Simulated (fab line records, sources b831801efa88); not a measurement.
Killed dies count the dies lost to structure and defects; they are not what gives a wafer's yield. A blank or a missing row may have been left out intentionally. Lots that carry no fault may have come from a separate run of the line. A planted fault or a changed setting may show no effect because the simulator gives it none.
Matching of chambers / flow gf180mcu / 4 sister chambers for GF_M5_ETCH_09 on rie diel-03
The step etches Si3N4 in CF4/O2, target depth 52 nm, time 11.6 s. 14 wafers are shown with their chamber, then 7 later ones without.

WAFERS, EACH WITH ITS CHAMBER
wafer=L676.1; chamber=3; oes product au (a.u.)=1.009; throttle valve pct (%)=5.981; cf4 flow sccm (sccm)=79.96
wafer=L676.2; chamber=0; oes product au (a.u.)=1.000; throttle valve pct (%)=5.981; cf4 flow sccm (sccm)=79.82
wafer=L676.3; chamber=1; oes product au (a.u.)=1.001; throttle valve pct (%)=5.965; cf4 flow sccm (sccm)=79.76
wafer=L678.2; chamber=0; oes product au (a.u.)=0.996; throttle valve pct (%)=5.956; cf4 flow sccm (sccm)=79.78
wafer=L678.3; chamber=2; oes product au (a.u.)=1.003; throttle valve pct (%)=5.979; cf4 flow sccm (sccm)=80.10
wafer=L678.5; chamber=1; oes product au (a.u.)=0.995; throttle valve pct (%)=5.972; cf4 flow sccm (sccm)=80.37
wafer=L685.1; chamber=1; oes product au (a.u.)=0.982; throttle valve pct (%)=5.981; cf4 flow sccm (sccm)=79.93
wafer=L685.5; chamber=3; oes product au (a.u.)=1.005; throttle valve pct (%)=5.982; cf4 flow sccm (sccm)=79.87
wafer=L685.6; chamber=0; oes product au (a.u.)=0.982; throttle valve pct (%)=5.962; cf4 flow sccm (sccm)=79.54
wafer=L686.2; chamber=0; oes product au (a.u.)=0.983; throttle valve pct (%)=5.960; cf4 flow sccm (sccm)=80.34
wafer=L686.4; chamber=3; oes product au (a.u.)=1.009; throttle valve pct (%)=5.968; cf4 flow sccm (sccm)=80.24
wafer=L686.5; chamber=0; oes product au (a.u.)=0.976; throttle valve pct (%)=5.962; cf4 flow sccm (sccm)=80.26
wafer=L688.1; chamber=2; oes product au (a.u.)=1.013; throttle valve pct (%)=5.972; cf4 flow sccm (sccm)=79.74
wafer=L688.4; chamber=1; oes product au (a.u.)=1.008; throttle valve pct (%)=5.962; cf4 flow sccm (sccm)=79.77

SIGNATURES, as means of the wafers listed above
reading=oes product au; chamber 0=0.98740; chamber 1=0.99650; chamber 2=1.00800; chamber 3=1.00767; scatter within a chamber=0.00915
reading=throttle valve pct; chamber 0=5.96420; chamber 1=5.97000; chamber 2=5.97550; chamber 3=5.97700; scatter within a chamber=0.00859
reading=cf4 flow sccm; chamber 0=79.9480; chamber 1=79.9575; chamber 2=79.9200; chamber 3=80.0233; scatter within a chamber=0.291
Rule: for a wafer and a chamber, the distance is found by dividing, reading by reading, the gap between the wafer's reading and the chamber's mean by the reading's scatter, squaring, summing and taking the root. The wafer belongs to the nearest chamber; if the next one is less than 2 further off, it can't be placed. The scatter: take each reading less its chamber's mean, square it, sum over the shown wafers, divide by the number of wafers less the number of chambers, and take the root.

WAFERS WITH NO CHAMBER GIVEN
wafer=L688.6; oes product au (a.u.)=1.007; throttle valve pct (%)=5.965; cf4 flow sccm (sccm)=79.56
wafer=L690.1; oes product au (a.u.)=1.011; throttle valve pct (%)=5.963; cf4 flow sccm (sccm)=79.96
wafer=L690.5; oes product au (a.u.)=0.984; throttle valve pct (%)=5.969; cf4 flow sccm (sccm)=80.76
wafer=L690.6; oes product au (a.u.)=0.994; throttle valve pct (%)=5.969; cf4 flow sccm (sccm)=80.55
wafer=L692.1; oes product au (a.u.)=0.996; throttle valve pct (%)=5.970; cf4 flow sccm (sccm)=80.16
wafer=L692.2; oes product au (a.u.)=0.980; throttle valve pct (%)=5.953; cf4 flow sccm (sccm)=79.79
wafer=L692.4; oes product au (a.u.)=0.988; throttle valve pct (%)=5.962; cf4 flow sccm (sccm)=79.50

EACH ONE'S CHAMBER
wafer=L688.6; from the rows above=can't be placed: 2 or 1 or 3 or 0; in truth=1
wafer=L690.1; from the rows above=can't be placed: 2 or 3 or 1 or 0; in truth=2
wafer=L690.5; from the rows above=can't be placed: 0 or 1 or 3 or 2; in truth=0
wafer=L690.6; from the rows above=can't be placed: 1 or 0 or 3 or 2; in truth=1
wafer=L692.1; from the rows above=can't be placed: 1 or 0 or 3 or 2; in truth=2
wafer=L692.2; from the rows above=can't be placed: 0 or 1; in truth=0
wafer=L692.4; from the rows above=can't be placed: 0 or 1 or 2 or 3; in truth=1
Correctly placed: 0 of 7. Cannot be placed on the basis of these rows: 7; the candidates contain the true chamber in 7. Wrongly placed: 0.
